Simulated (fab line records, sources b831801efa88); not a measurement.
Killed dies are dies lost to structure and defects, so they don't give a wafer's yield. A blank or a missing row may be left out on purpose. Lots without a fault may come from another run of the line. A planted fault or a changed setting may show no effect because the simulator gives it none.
fab line records | flow sfq_line
record lots=6 wafers=18 last_day=97
route steps=325 shown JJ@197 M5@198 A5B@209 R5@212 I5@228 M8@325
lots that met no fault: from a run of the same line without faults
start_h: hours from the record's first day to the start of the lot's first wafer shown | wait_h: hours since the lot's step before | " the same as in the row above | L1.1+2: a row that stands for several wafers | - no value, or no start given | * or withheld: withheld | < > ~ a bound
route shown NAME@n: a module of which the file shows steps, and the number in the route of the first | usual: mean/standard deviation of fault-free wafers | same: alike in all rows | chamber/n: place in a boat | sites: the reading at each site | _std_site: their standard deviation | _edge_site: outer sites' mean less inner sites' | radius_mm: how far each site lies from the wafer's centre | mask NAME#n: copy n | behind: the tool/chamber that last shaped the wafer | hold: why the lot was held/for how many hours/how that ended | device: the transistor (n, p or np) that didn't switch | end of line: the same wafers' tests at the end of the route | a step without rows: its recipe alone | killed: dies lost to structure and defects at the first sort, not the wafer's yield | map: a wafer's dies, x killed, . not, _ none there
set.NAME: the setting as run; set.NAME@STEP: as run at that earlier step | model.NAME: the simulator's own value behind a step, which no gauge read
lots at some steps of the route; a table a step, a row a wafer
services: from which hour (start_h, from the record's first day; less than 0 if before it) a tool's chamber was out of use, for how many hours, and why
## steps
# step SFQ_TRILAYER_JJ_CE_STRIP_SOLV_CLEAN_121
# recipe chemistry=NMP temp_c=70 time_s=600
# step SFQ_TRILAYER_M5_LITHO_COAT_128
# recipe resist=BARC spin_rpm=3000 resist_thk_nm=62
# step SFQ_TRILAYER_M5_LITHO_COAT_123
# recipe resist=KrF spin_rpm=3000 resist_thk_nm=600
# step SFQ_TRILAYER_M5_LITHO_SOFTBAKE_127
# recipe temp_c=withheld time_s=withheld resist=KrF
# step SFQ_TRILAYER_M5_LITHO_EXPOSE_124
# recipe mask_id=M5 na=0.6 source_shape=conventional sigma_outer=0.65 target_cd_nm=700 dose_mj=14.4
# step SFQ_TRILAYER_M5_LITHO_PEB_126
# recipe peb_temp_c=115 peb_time_s=60 resist=KrF
# step SFQ_TRILAYER_M5_LITHO_DEVELOP_125
# recipe time_s=60 resist=KrF
# step SFQ_M5_OVL_MEAS_932
# usual M5_OVL=1/5.7
# columns lot.wafer tool chamber start_h wait_h M5_OVL[nm]
L383.3 overlay-01 - 1662.00 0.1 -4
L383.4 " - " " 3
L383.6 " - " " 2
L387.1 overlay-01 - 1684.91 0.1 -12
L387.2 " - " " 13
L387.5 " - " " -8
L395.3 overlay-02 - 1766.65 0.1 5
L395.5 " - " " 9
L395.6 " - " " 6
L396.1 overlay-02 - 1772.64 0.1 7
L396.2 " - " " 0
L396.6 " - " " -3
L404.1 overlay-02 - 1832.37 0.1 -3
L404.5 " - " " 0
L404.6 " - " " -5
L406.2 overlay-02 - 1834.77 0.1 15
L406.3 " - " " 4
L406.5 " - " " -6
# step SFQ_TRILAYER_M5_BARC_OPEN_METAL_ETCH_161
# recipe mask_material=PR chemistry=O2 target_depth_nm=125 target=BARC icp_w=600 bias_w=80 pressure_mtorr=10 time_s=41.7
# step SFQ_TRILAYER_M5_ETCH_METAL_ETCH_126
# recipe target=Nb stop_on=SiO2 mask_material=PR over_etch_frac=0.15 time_s=203.2 chemistry=Cl2/BCl3 target_depth_nm=265 icp_w=600 bias_w=80 pressure_mtorr=10
# step SFQ_TRILAYER_M5_STRIP_STRIP_127
# recipe gas=O2 power_w=200 platen_temp_c=40 overash_fraction=0.65 chemistry=O2 pressure_mtorr=50
# step SFQ_TRILAYER_M5_STRIP_SOLV_CLEAN_128
# recipe chemistry=NMP temp_c=70 time_s=600
# step SFQ_TRILAYER_A5B_DEP_PECVD_129
# recipe material=SiO2 temp_c=150 time_s=133.33 pressure_torr=2.4 rf_w=179.7 precursor=SiH4/N2O target_thk_nm=600
# usual chamber_pressure_Torr=2.400/0.0051 heater_power_outer_w=29/8.6 heater_power_w=79/12 throttle_valve_pct=24.4/1.6
# columns lot.wafer tool chamber start_h wait_h chamber_pressure_Torr heater_power_outer_w heater_power_w throttle_valve_pct
L383.3 pecvd-02 2 1663.05 0.0 2.403 29 76 23.0
L383.4 " 1 " " 2.400 23 72 24.5
L383.6 " 2 " " 2.397 33 78 22.7
L387.1 pecvd-03 2 1685.98 0.0 2.400 18 61 27.4
L387.2 " 1 " " 2.401 23 72 24.6
L387.5 " 0 " " 2.399 20 68 22.5
L395.3 pecvd-04 1 1767.77 0.0 - - - -
L395.5 " 1 " " - - - -
L395.6 " 0 " " - - - -
L396.1 pecvd-02 1 1773.74 0.0 - - - -
L396.2 " 0 " " - - - -
L396.6 " 0 " " - - - -
L404.1 pecvd-04 0 1833.61 0.0 2.396 46 103 23.0
L404.5 " 2 " " 2.402 22 78 24.6
L404.6 " 0 " " 2.392 34 90 23.4
L406.2 pecvd-02 1 1836.01 0.0 2.396 29 81 24.7
L406.3 " 2 " " 2.402 36 82 22.8
L406.5 " 0 " " 2.400 40 98 24.2
# step SFQ_TRILAYER_A5B_CMP_CMP_130
# recipe stop_on=Nb down_force_psi=3 platen_rpm=60 target_thk_nm=340.7
# step SFQ_TRILAYER_A5B_METRO_MEASURE_131
# columns lot.wafer tool chamber start_h wait_h
L383.3+4+6 film_metro-01 - 1675.49 1.9
L387.1+2+5 film_metro-04 - 1697.41 1.0
L395.3+5+6 film_metro-04 - 1781.36 2.9
L396.1+2+6 film_metro-04 - 1783.96 1.0
L404.1+5+6 film_metro-03 - 1836.70 2.5
L406.2+3+5 film_metro-01 - 1840.92 1.2
# step SFQ_TRILAYER_R5_DEP_SPUTTER_132
# recipe material=Ti base_pressure_pa=1.33e-06 target_thk_nm=5 power_w=2000 time_s=5 chamber_pressure_pa=0.4
# usual throttle_valve_pct=29.3/1.1
# columns lot.wafer tool chamber start_h wait_h throttle_valve_pct
L383.3 pvd_sputter-03 - 1676.29 0.6 31.3
L383.4 " - " " 29.7
L383.6 " - " " 30.0
L387.1 pvd_sputter-04 - 1698.61 1.0 29.1
L387.2 " - " " 28.2
L387.5 " - " " 28.2
L395.3 pvd_sputter-04 - 1782.16 0.6 28.4
L395.5 " - " " 28.3
L395.6 " - " " 30.3
L396.1 pvd_sputter-06 - 1785.16 1.0 28.6
L396.2 " - " " 28.8
L396.6 " - " " 28.3
L404.1 pvd_sputter-06 - 1837.90 1.0 28.8
L404.5 " - " " 28.4
L404.6 " - " " 28.3
L406.2 pvd_sputter-03 - 1841.92 0.8 31.0
L406.3 " - " " 29.9
L406.5 " - " " 30.9
# step SFQ_TRILAYER_R5_DEP_SPUTTER_133
# recipe material=MoNx base_pressure_pa=1.33e-06 target_thk_nm=40 power_w=1000 time_s=66.7 chamber_pressure_pa=0.4
# step SFQ_TRILAYER_R5_DEP_SPUTTER_134
# recipe material=Ti base_pressure_pa=1.33e-06 target_thk_nm=5 power_w=2000 time_s=5 chamber_pressure_pa=0.4
# step SFQ_R5_RS_MEAS_933
# recipe thk_meas_gauge=four-point-probe reads=Ti_of_TRILAYER_R5_DEP_SPUTTER_134+MoNx_of_TRILAYER_R5_DEP_SPUTTER_133+Ti_of_TRILAYER_R5_DEP_SPUTTER_132
# usual R5_MONX_RS=7.05/0.067
# columns lot.wafer tool chamber start_h wait_h R5_MONX_RS[ohm/sq]
L383.3 film_metro-02 - 1676.42 0.0 6.97
L383.4 " - " " 7.01
L383.6 " - " " 7.02
L387.1 film_metro-01 - 1698.70 0.0 7.05
L387.2 " - " " 7.05
L387.5 " - " " 7.08
L395.3 film_metro-01 - 1782.29 0.0 7.00
L395.5 " - " " 7.09
L395.6 " - " " 7.04
L396.1 film_metro-01 - 1785.25 0.0 7.15
L396.2 " - " " 6.99
L396.6 " - " " 7.06
L404.1 film_metro-01 - 1837.99 0.0 7.09
L404.5 " - " " 7.01
L404.6 " - " " 7.09
L406.2 film_metro-02 - 1842.03 0.0 7.00
L406.3 " - " " 7.01
L406.5 " - " " 7.03
# step SFQ_R5_THK_MEAS_934
# recipe thk_meas_gauge=xrf reads=MoNx_of_TRILAYER_R5_DEP_SPUTTER_133
# usual R5_MONX_THK=40.0/0.42
# columns lot.wafer tool chamber start_h wait_h R5_MONX_THK[nm]
L383.3 film_metro-02 - 1676.52 0.1 40.1
L383.4 " - " " 40.1
L383.6 " - " " 39.9
L387.1 film_metro-01 - 1698.82 0.1 40.1
L387.2 " - " " 39.7
L387.5 " - " " 39.8
L395.3 film_metro-01 - 1782.39 0.1 40.5
L395.5 " - " " 40.0
L395.6 " - " " 40.1
L396.1 film_metro-01 - 1785.37 0.1 39.4
L396.2 " - " " 40.9
L396.6 " - " " 40.2
L404.1 film_metro-01 - 1838.11 0.1 40.1
L404.5 " - " " 40.3
L404.6 " - " " 40.0
L406.2 film_metro-02 - 1842.14 0.1 40.2
L406.3 " - " " 40.2
L406.5 " - " " 39.7
# step SFQ_TRILAYER_R5_LITHO_COAT_141
# recipe resist=BARC spin_rpm=3000 resist_thk_nm=62
# step SFQ_TRILAYER_R5_LITHO_COAT_136
# recipe resist=KrF spin_rpm=3000 resist_thk_nm=600
# step SFQ_TRILAYER_R5_LITHO_SOFTBAKE_140
# recipe temp_c=withheld time_s=withheld resist=KrF
# step SFQ_TRILAYER_R5_LITHO_EXPOSE_137
# recipe mask_id=R5 na=0.6 source_shape=conventional sigma_outer=0.65 target_cd_nm=500 dose_mj=14.4
# step SFQ_TRILAYER_R5_LITHO_PEB_139
# recipe peb_temp_c=115 peb_time_s=60 resist=KrF
# step SFQ_TRILAYER_R5_LITHO_DEVELOP_138
# recipe time_s=60 resist=KrF
# step SFQ_R5_OVL_MEAS_935
# usual R5_OVL=2/5.4
# columns lot.wafer tool chamber start_h wait_h R5_OVL[nm]
L383.3 overlay-01 - 1792.85 0.1 3
L383.4 " - " " -1
L383.6 " - " " 9
L387.1 overlay-02 - 1813.17 0.1 -9
L387.2 " - " " -3
L387.5 " - " " -9
L395.3 overlay-01 - 1890.73 0.1 6
L395.5 " - " " 2
L395.6 " - " " 3
L396.1 overlay-02 - 1893.12 0.1 -3
L396.2 " - " " 1
L396.6 " - " " -8
L404.1 overlay-02 - 1935.12 0.1 -1
L404.5 " - " " 0
L404.6 " - " " -7
L406.2 overlay-02 - 1938.72 0.1 -3
L406.3 " - " " -5
L406.5 " - " " -5
# step SFQ_TRILAYER_R5_BARC_OPEN_METAL_ETCH_177
# recipe mask_material=PR chemistry=O2 target_depth_nm=125 target=BARC icp_w=600 bias_w=80 pressure_mtorr=10 time_s=41.7
# usual drypump_motor_current_A=5.7/0.53 oes_product_au=0.685/0.0044
# columns lot.wafer tool chamber start_h wait_h drypump_motor_current_A oes_product_au rf_hours_counter_h
L383.3 rie_metal-02 0 1792.89 0.0 6.1 0.690 -
L383.4 " 1 " " 6.3 0.682 -
L383.6 " 1 " " 6.3 0.686 -
L387.1 rie_metal-03 0 1813.20 0.0 5.5 0.684 29
L387.2 " 1 " " 4.8 0.692 90
L387.5 " 0 " " 5.5 0.682 -
L395.3 rie_metal-03 1 1890.77 0.0 4.8 0.689 -
L395.5 " 1 " " 4.8 0.679 -
L395.6 " 0 " " 5.5 0.684 -
L396.1 rie_metal-04 1 1893.15 0.0 6.2 0.677 74
L396.2 " 0 " " 5.5 0.684 11
L396.6 " 0 " " 5.6 0.692 -
L404.1 rie_metal-02 0 1935.15 0.0 6.0 0.687 132
L404.5 " 1 " " 6.3 0.683 -
L404.6 " 0 " " 6.1 0.682 -
L406.2 rie_metal-03 0 1938.75 0.0 5.6 0.684 51
L406.3 " 1 " " 4.8 0.682 -
L406.5 " 1 " " 4.8 0.687 -
# step SFQ_TRILAYER_R5_ETCH_METAL_ETCH_139
# recipe stop_on=SiO2 mask_material=PR chemistry=Cl2 target_depth_nm=60 icp_w=600 bias_w=80 pressure_mtorr=10 time_s=40
# step SFQ_TRILAYER_R5_STRIP_STRIP_140
# recipe gas=O2 power_w=200 platen_temp_c=40 overash_fraction=0.65 chemistry=O2 pressure_mtorr=50
# usual drypump_motor_current_A=5.7/0.53 oes_product_au=0.998/0.0077
# columns lot.wafer tool chamber start_h wait_h drypump_motor_current_A oes_product_au rf_hours_counter_h
L383.3 rie_metal-02 0 1793.19 0.2 6.1 0.996 -
L383.4 " 1 " " 6.3 1.006 -
L383.6 " 1 " " 6.3 1.002 -
L387.1 rie_metal-03 0 1813.32 0.0 5.5 0.994 29
L387.2 " 1 " " 4.8 0.992 90
L387.5 " 0 " " 5.6 0.996 -
L395.3 rie_metal-03 1 1891.07 0.2 4.8 0.994 -
L395.5 " 1 " " 4.8 0.994 -
L395.6 " 0 " " 5.6 0.991 -
L396.1 rie_metal-04 1 1893.27 0.0 6.2 1.002 74
L396.2 " 0 " " 5.6 1.002 11
L396.6 " 0 " " 5.5 0.996 -
L404.1 rie_metal-02 0 1935.27 0.0 6.1 0.999 132
L404.5 " 1 " " 6.3 0.993 -
L404.6 " 0 " " 6.0 0.998 -
L406.2 rie_metal-03 0 1938.87 0.0 5.6 0.998 51
L406.3 " 1 " " 4.8 0.994 -
L406.5 " 1 " " 4.9 0.992 -
# step SFQ_TRILAYER_R5_STRIP_SOLV_CLEAN_141
# recipe chemistry=NMP temp_c=70 time_s=600
# step SFQ_TRILAYER_A5C_DEP_PECVD_142
# recipe material=SiO2 temp_c=150 time_s=15.556 pressure_torr=2.4 rf_w=183.3 precursor=SiH4/N2O target_thk_nm=70
# usual chamber_pressure_Torr=2.400/0.0049 heater_power_outer_w=25/7.2 heater_power_w=74/11 throttle_valve_pct=25.5/2
# columns lot.wafer tool chamber start_h wait_h chamber_pressure_Torr heater_power_outer_w heater_power_w throttle_valve_pct
L383.3 pecvd-01 2 1793.78 0.0 2.399 20 63 27.6
L383.4 " 0 " " 2.401 21 62 28.4
L383.6 " 2 " " 2.400 22 63 27.7
L387.1 pecvd-04 1 1814.10 0.0 2.400 30 83 24.0
L387.2 " 2 " " 2.391 18 74 24.6
L387.5 " 2 " " 2.392 19 75 24.5
L395.3 pecvd-01 0 1891.66 0.0 2.401 22 63 28.0
L395.5 " 0 " " 2.401 22 68 28.4
L395.6 " 2 " " 2.401 23 66 27.5
L396.1 pecvd-03 0 1894.05 0.0 2.402 32 82 23.0
L396.2 " 1 " " 2.404 26 76 25.4
L396.6 " 1 " " 2.404 16 61 25.2
L404.1 pecvd-03 0 1936.05 0.0 2.399 27 76 22.7
L404.5 " 2 " " 2.401 20 63 28.9
L404.6 " 1 " " 2.405 26 76 25.3
L406.2 pecvd-03 1 1939.66 0.0 2.392 20 66 25.3
L406.3 " 2 " " 2.411 14 55 29.1
L406.5 " 0 " " 2.399 31 82 22.9
# step SFQ_TRILAYER_I5_LITHO_COAT_149
# recipe resist=BARC spin_rpm=3000 resist_thk_nm=62.43
# step SFQ_TRILAYER_I5_LITHO_COAT_144
# recipe resist=KrF spin_rpm=3000 resist_thk_nm=650
# step SFQ_TRILAYER_I5_LITHO_SOFTBAKE_148
# recipe temp_c=withheld time_s=withheld resist=KrF
# step SFQ_TRILAYER_I5_LITHO_EXPOSE_145
# recipe mask_id=I5 na=0.6 source_shape=conventional sigma_outer=0.65 target_cd_nm=700 dose_mj=21.3
# step SFQ_TRILAYER_I5_LITHO_PEB_147
# recipe peb_temp_c=115 peb_time_s=60 resist=KrF
# step SFQ_TRILAYER_I5_LITHO_DEVELOP_146
# recipe time_s=60 resist=KrF
# step SFQ_I5_OVL_MEAS_936
# usual I5_OVL=2/5.2
# columns lot.wafer tool chamber start_h wait_h I5_OVL[nm]
L383.3 overlay-01 - 1814.25 0.1 8
L383.4 " - " " 9
L383.6 " - " " 7
L387.1 overlay-02 - 1821.44 0.1 9
L387.2 " - " " 8
L387.5 " - " " -3
L395.3 overlay-01 - 1893.95 0.1 -1
L395.5 " - " " 0
L395.6 " - " " -2
L396.1 overlay-02 - 1897.17 0.1 9
L396.2 " - " " 9
L396.6 " - " " 5
L404.1 overlay-01 - 1944.32 0.1 2
L404.5 " - " " -3
L404.6 " - " " -4
L406.2 overlay-01 - 2038.79 0.1 -3
L406.3 " - " " -3
L406.5 " - " " 1
# step SFQ_TRILAYER_I5_BARC_OPEN_VIA_ETCH_200
# recipe mask_material=PR chemistry=O2 target_depth_nm=125 target=BARC source_w=500 bias_w=80 pressure_mtorr=30 time_s=41.7
# usual drypump_motor_current_A=5.9/0.52 oes_product_au=0.687/0.0049
# columns lot.wafer tool chamber start_h wait_h drypump_motor_current_A oes_product_au rf_hours_counter_h
L383.3 rie_diel-02 1 1814.27 0.0 6.6 0.682 15
L383.4 " 2 " " 5.7 0.683 16
L383.6 " 2 " " 5.7 0.685 -
L387.1 rie_diel-02 3 1821.47 0.0 5.3 0.690 9
L387.2 " 0 " " 6.0 0.690 2
L387.5 " 3 " " 5.3 0.691 -
L395.3 rie_diel-01 0 1893.97 0.0 6.2 0.685 11
L395.5 " 0 " " 6.3 0.697 -
L395.6 " 3 " " 5.8 0.693 -
L396.1 rie_diel-03 3 1897.21 0.0 4.8 0.687 4
L396.2 " 1 " " 6.3 0.684 13
L396.6 " 0 " " 5.7 0.692 -
L404.1 rie_diel-02 2 1944.36 0.0 5.7 0.699 19
L404.5 " 0 " " 6.0 0.692 -
L404.6 " 1 " " 6.6 0.689 -
L406.2 rie_diel-02 0 2038.82 0.0 6.0 0.692 5
L406.3 " 1 " " 6.6 0.689 18
L406.5 " 1 " " 6.6 0.684 -
# step SFQ_TRILAYER_I5_ETCH_VIA_ETCH_147
# recipe stop_on=Nb mask_material=PR chemistry=CHF3 target_depth_nm=360 source_w=500 bias_w=80 pressure_mtorr=30 time_s=withheld
# step SFQ_TRILAYER_I5_STRIP_STRIP_148
# recipe gas=O2 power_w=200 platen_temp_c=40 overash_fraction=0.65 chemistry=O2 pressure_mtorr=50
# step SFQ_M8_BOW_MEAS_951
# recipe mode=bow
# usual M8_BOW=9/12
# columns lot.wafer tool chamber start_h wait_h M8_BOW[um] model.etest.i5.link_ohm
L383.3 film_metro-03 - 2064.22 0.0 22 2.316
L383.4 " - " " 12 2.308
L383.6 " - " " 8 2.288
L387.1 film_metro-03 - 2169.35 0.0 4 2.277
L387.2 " - " " 6 2.275
L387.5 " - " " 1 2.266
L395.3 film_metro-02 - 2217.80 0.0 -6 2.119
L395.5 " - " " 4 2.107
L395.6 " - " " -7 2.114
L396.1 film_metro-02 - 2221.45 0.0 3 2.103
L396.2 " - " " -8 2.11
L396.6 " - " " -5 2.101
L404.1 film_metro-02 - 2325.56 0.0 -10 2.252
L404.5 " - " " -13 2.259
L404.6 " - " " -9 2.254
L406.2 film_metro-03 - 2330.38 0.0 8 2.276
L406.3 " - " " 16 2.273
L406.5 " - " " 21 2.283
## services
# columns tool chamber start_h hours kind
rie_diel-02 1 1674.25 17.0 repair
rie_metal-03 - 1681.41 1.4 pm
rie_metal-03 - 1699.67 4.3 pm
rie_metal-02 - 1703.21 0.8 repair
rie_metal-03 - 1707.24 0.4 repair
pecvd-03 0 1710.02 20.8 repair
rie_diel-02 1 1720.25 2.9 repair
rie_metal-02 1 1724.47 6.1 repair
rie_diel-02 3 1737.06 4.9 repair
rie_diel-02 1 1751.31 3.2 repair
rie_metal-03 - 1775.99 0.4 repair
pecvd-03 - 1784.94 1.2 repair
pecvd-03 - 1791.44 2.8 pm
pecvd-03 - 1807.17 0.8 repair
rie_diel-02 1 1818.17 6.5 repair
rie_diel-02 - 1818.20 0.2 repair
rie_metal-02 0 1852.21 7.7 repair
rie_diel-02 1 1874.69 7.4 repair
rie_diel-02 3 1895.38 3.5 repair
pecvd-03 - 1930.73 0.6 repair
rie_metal-03 - 1934.81 0.6 repair
rie_diel-02 - 1937.91 0.4 repair
rie_metal-02 - 1941.40 14.6 pm
pecvd-03 - 1956.10 2.1 repair
## key
first_sign step=SFQ_TRILAYER_A5B_DEP_PECVD_129 reading=tool_record direction=missing
effect none on later readings
model_effect step=SFQ_M8_BOW_MEAS_951 value=etest.i5.link_ohm without=2.27 struck=2.109
met_at SFQ_TRILAYER_A5B_DEP_PECVD_129
struck_wafers L395.3,L395.5,L395.6,L396.1,L396.2,L396.6
onset_between 1663.05 1767.77
fault kind=skipped_step_whole tool=pecvd-02,pecvd-04 chamber=- onset_h=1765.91 steps=SFQ_TRILAYER_A5B_DEP_PECVD_129 scope=struck_lots_only
